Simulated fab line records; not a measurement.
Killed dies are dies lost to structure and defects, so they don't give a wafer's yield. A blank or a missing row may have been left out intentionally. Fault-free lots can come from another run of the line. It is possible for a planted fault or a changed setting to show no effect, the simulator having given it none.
2 desks looking at one fault -- flow gf180mcu -- each desk has only its own numbers; what lay behind them comes last

== METROLOGY DESK ==
Lot by lot, what the gauges showed, no matter which tool ran the lot: averages of those sampled wafers that carry a number. Any lot whose mean is over 4 standard deviations away from the usual mean is out of limits and marked OUT; that distance is given in the brackets.
Columns: A = cdNm at GF_HV_LDD_CD_MEAS_19, usual 399.9 nm; B = HV_LDD_3_TW at GF_HV_LDD_TW_MEAS_38, usual 1424; C = HV_LDD_RS at GF_HV_LDD_RS_MEAS_53, usual 418.3 ohm/sq; D = cdNm at GF_SAB_CD_MEAS_09, usual 420.0 nm
lot,first seen here,A,B,C,D
L587,day 10 12:56,403.7,1415,418.8,420.8
L588,day 10 21:26,400.7,1418,418.7,418.0
L590,day 11 22:14,399.0,1432,418.7,421.1
L592,day 12 11:13,398.1,1428,418.8,421.0
L593,day 12 17:41,401.6,1402,417.8,421.1
L599,day 14 14:07,395.2,1527 (+7.9) OUT,402.2 (-17) OUT,424.0
L600,day 14 21:23,402.2,1500 (+5.8) OUT,402.5 (-17) OUT,422.5
L605,day 16 15:03,398.8,1431,418.5,418.5
L606,day 16 18:51,399.7,1431,418.6,421.3
L607,day 17 07:24,401.8,1437,419.1,419.1
L608,day 17 12:30,400.8,1441,417.1,415.5
L609,day 17 17:17,400.9,1428,416.9,419.6
This desk's finding: out of limits on L599, L600; first on L599, day 15 12:33 (HV_LDD_3_TW at GF_HV_LDD_TW_MEAS_38). Within limits: L587, L588, L590, L592, L593, L605, L606, L607, L608, L609.

== AT THE TOOL OWNER'S DESK: implanter-03 ==
The tool's own readings at GF_HV_LDD_IMPLANT_34: means of the sampled wafers that have a number, for each lot that ran on this tool. Any lot whose mean is over 4 standard deviations away from the usual mean is out of limits and marked OUT; that distance is given in the brackets.
Columns: A = doseIonsCm2 at GF_HV_LDD_IMPLANT_34, usual 7.5e+12; B = faradayCurrentUA at GF_HV_LDD_IMPLANT_34, usual 42.3
lot,first seen here,A,B
L590,day 12 17:36,7.5e+12,42.2
L593,day 13 14:47,7.5e+12,42.2
L599,day 15 12:00,1.4e+13 (+99 or more) OUT,77.8 (+41) OUT
L600,day 15 19:54,1.4e+13 (+99 or more) OUT,79.6 (+43) OUT
Finding of this desk: L599, L600 out of limits; the first was L599 at day 15 12:00, on doseIonsCm2 at GF_HV_LDD_IMPLANT_34. Within limits: L590, L593.

== BROUGHT TOGETHER ==
The tool owner's desk could have raised an alarm at day 15 12:00, on L599, L600.
On L599, L600, the metrology desk was in a position to raise an alarm at day 15 12:33.
On implanter-03, each named lot ran GF_HV_LDD_IMPLANT_34.

== WHAT THE SIMULATOR PUT IN ==
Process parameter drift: implanter-03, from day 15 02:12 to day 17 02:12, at GF_HV_LDD_IMPLANT_34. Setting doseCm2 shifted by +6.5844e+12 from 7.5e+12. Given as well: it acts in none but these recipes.
Lots struck among those shown: L599, L600.
Time in hours from fault onset to the first out-of-limits reading at each desk: tool owner's desk 10, metrology desk 10.
